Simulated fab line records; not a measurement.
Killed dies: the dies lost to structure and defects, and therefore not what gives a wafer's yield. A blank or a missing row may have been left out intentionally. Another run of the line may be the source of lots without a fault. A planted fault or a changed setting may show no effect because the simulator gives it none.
Code-filled problem report in 8D (eight disciplines) form -- flow sfq line -- the parts of the form that need people (team, actions taken, sign-off) are left out

== 1. WHAT WENT WRONG ==
JJ_NB_RS at SFQ_JJ_RS_MEAS_929 reads a mean of 0.719 ohm/sq on 1 wafer of 1 lot; wafers without a fault read 1.050 ohm/sq with a standard deviation of 0.012. That is -28 standard deviations from the usual mean.
The step: measures by four-point-probe.
Earliest sighting: wafer L174.6 on film metro-02 at day 64 07:32. The record holds 39 wafers of 13 lots with a number at this step. Rule for "out", or "out of limits": more than 4 standard deviations from the usual mean. The rest of the wafers with a number are treated as sound.

== 2. WHAT IT IS, AND WHAT IT ISN'T ==
question,is,is not
which readings at this step,JJ_NB_RS,-
which lots,L174,"L161, L164, L165, L166, L168, L169, L170, L172, L173, L178, L182, L183"
which wafers of those lots,L174.6,"L174.1, L174.5"
read on which gauges,film metro-02,"film metro-01, film metro-03"
when,from day 64 07:32,"up to then (29 sound wafers); but 9 sound wafers of L178, L182, L183 came after"

== 3. SUSPECTS, AND WHAT RULES EACH OUT ==
Counting: a tool at a process step up to the reading stays a suspect if it ran every lot that is out. Sound lots after the first of them don't rule it out here, since some wafers of a struck lot are sound.
- the gauge at SFQ_JJ_RS_MEAS_929: kept. All the wafers that are out were read on film metro-02, and no step on other tools shows them out.
- pvd sputter-06 at SFQ_TRILAYER_JJ_TRILAYER_DEP_SPUTTER_112 (material Nb, target thk 170 nm, time 113.3 s): kept. The lot that is out, L174, ran on it at day 64 07:28; the last sound lot it ran before that was L172, at day 63 21:58.
What counting leaves: pvd sputter-06 at SFQ_TRILAYER_JJ_TRILAYER_DEP_SPUTTER_112 and film metro-02 at SFQ_JJ_RS_MEAS_929.

== 4. THE CAUSE (what the simulator had put in) ==
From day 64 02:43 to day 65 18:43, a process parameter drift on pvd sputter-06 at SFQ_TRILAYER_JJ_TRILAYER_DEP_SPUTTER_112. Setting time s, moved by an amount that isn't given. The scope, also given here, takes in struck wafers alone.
This tool is one of the 2 suspects left after counting.

== 5. SEQUENCE OF EFFECTS, ordered by route ==
One row per reading whose mean, taken over the struck wafers that have a number, lies over 3 standard deviations from the usual. Readings are gone through only where the record gives a usual standard deviation; hours: the median, over the lots, of the time from a lot's start at the first step in this table giving one to that lot's start at this step; sigmas: the change measured in usual standard deviations.
hours,step,reading,usual,on struck wafers,change,sigmas
0,SFQ_JJ_RS_MEAS_929,JJ_NB_RS,1.050 ohm/sq,0.719,-0.331,-28

== 6. HOW IT WOULD HAVE BEEN CAUGHT EARLIER ==
In this record the first reading out of limits at a measuring or inspecting step was taken at day 64 07:32, 5 hours after the fault began at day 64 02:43.
Tool readings at SFQ_TRILAYER_JJ_TRILAYER_DEP_SPUTTER_112 with a usual standard deviation given in the record: none out on any struck wafer, hence no alarm at a limit of 4 standard deviations on them.
By day 64 07:32, every lot that is out (1) had started SFQ_TRILAYER_JJ_TRILAYER_DEP_SPUTTER_112 on pvd sputter-06. A hold on the tool at that time would have spared none of them.
